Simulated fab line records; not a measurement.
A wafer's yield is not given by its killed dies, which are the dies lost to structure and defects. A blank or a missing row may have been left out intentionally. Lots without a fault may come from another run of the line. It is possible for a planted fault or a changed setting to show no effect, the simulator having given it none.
Which of the tools did it?    flow gf180mcu    at 1 step of a route of 602, 13 lots with 39 wafers sampled

== WHAT EACH GAUGE READ, for each wafer ==
GF_V4_THK_MEAS_01.
lot   measured      on             V4_CVD_00_THK (nm)
L714  day 23 05:48  film metro-04  597 598 597
L715  day 23 13:31  film metro-04  593 596 591
L716  day 24 00:37  film metro-04  592 587 593
L719  day 25 06:54  film metro-04  587 590 583
L720  day 25 16:32  film metro-01  599 593 598
L722  day 26 08:46  film metro-01  589 594 601
L725  day 27 06:05  film metro-01  604 608 594
L726  day 27 10:03  film metro-03  596 592 602
L728  day 28 03:58  film metro-04  599 605 608
L730  day 28 19:55  film metro-01  589 600 596
L731  day 29 05:28  film metro-03  595 592 599
L733  day 29 18:02  film metro-03  596 602 603
L732  day 29 19:17  film metro-04  594 601 598

== WHAT TOOL EACH LOT RAN ON (gives the tool, then ch and the chambers of the sampled wafers, and finally the start) ==
Record: no process step prior to these readings.

== WHAT THE TOOLS THEMSELVES READ (means of the sampled wafers that have a number; where no wafer has one, the mark that the record gives instead) ==
The record holds no such reading with a usual standard deviation.

== THE ANSWER, worked out from the rows above alone ==
Rule: the usual values come from the lots themselves. The widest of any qualifying gaps counts: lots, ordered by their means at a reading, are off when they make up no more than a third of the lots, leave a main group of 4 or more, and stand apart from it by 3 or more times the standard deviation of that group's means. A main group whose means are all the same, to the digits that the tables above print for the reading, isn't used. A lot without any number at a reading at which 4 lots or more have one is off too. The other lots that the step has rows for count as sound. After the gauges, taken in route order, come the tools' own readings; for these a lot's mean is taken, as printed above. At the first step where some lot is off, the reading lying furthest off is the one used; lots without a number count as furthest.
No lot is off at any reading shown: from this, nothing can be told.

== WHAT THE SIMULATOR HAD INSERTED ==
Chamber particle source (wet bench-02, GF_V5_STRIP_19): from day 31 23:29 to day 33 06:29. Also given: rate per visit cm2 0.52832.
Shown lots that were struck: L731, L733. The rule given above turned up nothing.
